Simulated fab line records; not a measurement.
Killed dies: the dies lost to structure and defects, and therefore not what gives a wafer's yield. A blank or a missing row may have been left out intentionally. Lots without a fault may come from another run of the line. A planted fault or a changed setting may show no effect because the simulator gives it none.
Tool commonality check -- flow gf180mcu -- Lots sampled 13, wafers sampled 39

WHAT PROMPTED THE OPENING
GF_PSD_RS_MEAS_14, reading NSD_RS: flagged on 2 of 13 lots. Wafers without a fault read 46.55 ohm/sq, standard deviation 0.087.
Rule: a lot is flagged in two cases, either no wafer of it has a number, or all its wafers with numbers fall more than 4 standard deviations from that mean. The other lots count as sound.

lot,measured,on,"NSD_RS (ohm/sq), wafer by wafer",flag
L118,day 14 07:12,film_metro-02,46.48 46.40 46.40,
L119,day 14 10:44,film_metro-03,46.53 46.55 46.53,
L120,day 14 16:40,film_metro-02,46.69 46.63 46.70,
L122,day 15 10:32,film_metro-02,46.53 46.73 46.57,
L123,day 15 20:28,film_metro-03,46.68 46.53 46.53,
L124,day 16 10:14,film_metro-02,46.57 46.53 46.53,
L126,day 16 23:05,film_metro-03,46.53 46.45 46.45,
L127,day 17 12:19,film_metro-03,46.45 46.57 46.48,
L128,day 17 19:05,film_metro-02,46.62 46.62 46.63,
L129,day 17 19:23,film_metro-01,46.63 46.61 46.55,
L130,day 18 10:49,film_metro-02,46.43 46.39 46.46,
L138,day 21 15:55,film_metro-02,48.12 48.08 48.06,FLAGGED
L139,day 21 21:05,film_metro-03,48.01 47.99 47.94,FLAGGED
Average over the flagged lots: 48.03 ohm/sq; offset from the usual +1.48 ohm/sq, equal to +17 standard deviations.

LOT BY LOT: THE TOOL USED
The record keeps 1 process step preceding the reading, out of 602 steps on the route. Each cell gives the tool, then ch followed by the chambers the sampled wafers passed through, then the start.
lot,flag,GF_PSD_RTA_13
L118,,"rtp_anneal-01 ch 0, day 14 07:02"
L119,,"rtp_anneal-01 ch 0, day 14 10:38"
L120,,"rtp_anneal-01 ch 0, day 14 16:35"
L122,,"rtp_anneal-01 ch 0, day 15 10:26"
L123,,"rtp_anneal-01 ch 0, day 15 20:22"
L124,,"rtp_anneal-01 ch 0, day 16 10:09"
L126,,"rtp_anneal-02 ch 0, day 16 23:00"
L127,,"rtp_anneal-01 ch 0, day 17 12:14"
L128,,"rtp_anneal-01 ch 0, day 17 19:01"
L129,,"rtp_anneal-02 ch 0, day 17 19:16"
L130,,"rtp_anneal-01 ch 0, day 18 10:44"
L138,FLAGGED,"rtp_anneal-01 ch 0, day 21 15:50"
L139,FLAGGED,"rtp_anneal-01 ch 0, day 21 21:00"
What is done by these steps:
- GF_PSD_RTA_13: time 20 s.
- GF_PSD_RS_MEAS_14: measures by four-point-probe.

FLAGGED AGAINST TOTAL, ONE TOOL AT A TIME (gauges that did the reading follow at the end)
step,tool,lots run,flagged,share of the flagged lots,sound lots run after its first flagged lot
GF_PSD_RTA_13,rtp_anneal-01,11,2,all,0
GF_PSD_RTA_13,rtp_anneal-02,2,0,none,-
GF_PSD_RS_MEAS_14,film_metro-01,1,0,none,-
GF_PSD_RS_MEAS_14,film_metro-02,7,1,some,0
GF_PSD_RS_MEAS_14,film_metro-03,5,1,some,0

WHAT THE TABLE ALLOWS
1 row of the table ran every flagged lot: rtp_anneal-01 at GF_PSD_RTA_13.
- rtp_anneal-01 at GF_PSD_RTA_13 ran 11 lots, 2 of them flagged. Its last sound lot is L130 (day 18 10:44), its first flagged lot L138 (day 21 15:50): a fault that began between those two fits. Its own readings lie more than 4 standard deviations out on every wafer of the flagged lots: lamp_power_pct, wafer_temp_C_max.
One tool is left: rtp_anneal-01 at GF_PSD_RTA_13.

WHAT THE SIMULATOR PUT IN
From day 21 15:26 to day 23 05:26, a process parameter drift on rtp_anneal-01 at GF_PSD_RTA_13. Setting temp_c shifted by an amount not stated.
Lots struck among those shown: L138, L139. The rule given above showed the same thing.
